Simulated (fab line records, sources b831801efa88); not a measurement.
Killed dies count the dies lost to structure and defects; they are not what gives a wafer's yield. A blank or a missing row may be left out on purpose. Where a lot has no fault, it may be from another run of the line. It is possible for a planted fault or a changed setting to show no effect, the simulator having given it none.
2 desks, one fault :: flow gf180mcu :: every desk sees just its own numbers, and what lay behind them comes last

== TOOL OWNER'S DESK, krf scanner-02 ==
The tool's own readings at GF_V5_EXPOSE_11 (exposes mask Via5, target cd 260 nm): means of the sampled wafers that have a number, for each lot that ran on this tool. A lot is out of limits, marked OUT, if its mean lies more than 4 standard deviations from the usual mean; the brackets give that distance.
Columns: A = exposure dose mJ cm2 at GF_V5_EXPOSE_11, usual 38.00
lot: L391
first seen here: day 27 04:13
A: 38.03

lot: L397
first seen here: day 29 12:29
A: 37.98

lot: L398
first seen here: day 29 19:32
A: 37.99

lot: L399
first seen here: day 29 23:24
A: 37.97

lot: L405
first seen here: day 31 07:59
A: 36.12 (-49) OUT

lot: L408
first seen here: day 32 00:28
A: 36.57 (-38) OUT

lot: L410
first seen here: day 32 12:12
A: 36.79 (-32) OUT
This desk's finding: out of limits on L405, L408, L410; first on L405, day 31 07:59 (exposure dose mJ cm2 at GF_V5_EXPOSE_11). L391, L397, L398, L399 stayed within limits.

== FROM THE METROLOGY DESK ==
Means of the sampled wafers that have a number, per lot and without regard to the tool the lot ran on: this is what the gauges read. A lot is out of limits, marked OUT, if its mean lies more than 4 standard deviations from the usual mean; the brackets give that distance.
Columns: A = cd nm at GF_V5_CD_MEAS_14, usual 260.3 nm
lot: L391
first seen here: day 27 14:01
A: 260.2

lot: L392
first seen here: day 27 22:46
A: 260.4

lot: L397
first seen here: day 29 21:47
A: 259.5

lot: L398
first seen here: day 30 04:38
A: 259.3

lot: L399
first seen here: day 30 08:12
A: 262.0

lot: L405
first seen here: day 31 16:20
A: 251.2 (-8.2) OUT

lot: L404
first seen here: day 31 18:56
A: 260.9

lot: L408
first seen here: day 32 08:49
A: 254.0 (-5.7) OUT

lot: L409
first seen here: day 32 10:06
A: 259.5

lot: L410
first seen here: day 32 20:16
A: 254.6 (-5.2) OUT

lot: L411
first seen here: day 33 01:59
A: 259.6
This desk's finding: out of limits on L405, L408, L410; first on L405, day 31 16:20 (cd nm at GF_V5_CD_MEAS_14). L391, L392, L397, L398, L399, L404, L409, L411 stayed within limits.

== ALL TOGETHER ==
The tool owner's desk had the chance to raise an alarm at day 31 07:59 on L405, L408, L410.
L405, L408, L410 would have let the metrology desk raise an alarm at day 31 16:20.
The lots listed all ran GF_V5_EXPOSE_11 on krf scanner-02.

== WHAT THE SIMULATOR HAD INSERTED ==
Process parameters drifting: krf scanner-02 at GF_V5_EXPOSE_11, beginning at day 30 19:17. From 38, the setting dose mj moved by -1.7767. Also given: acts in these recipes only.
Shown lots that were struck: L405, L408, L410.
Hours from the fault's start to each desk's first reading out of limits: the tool owner's desk, 13; the metrology desk, 21.
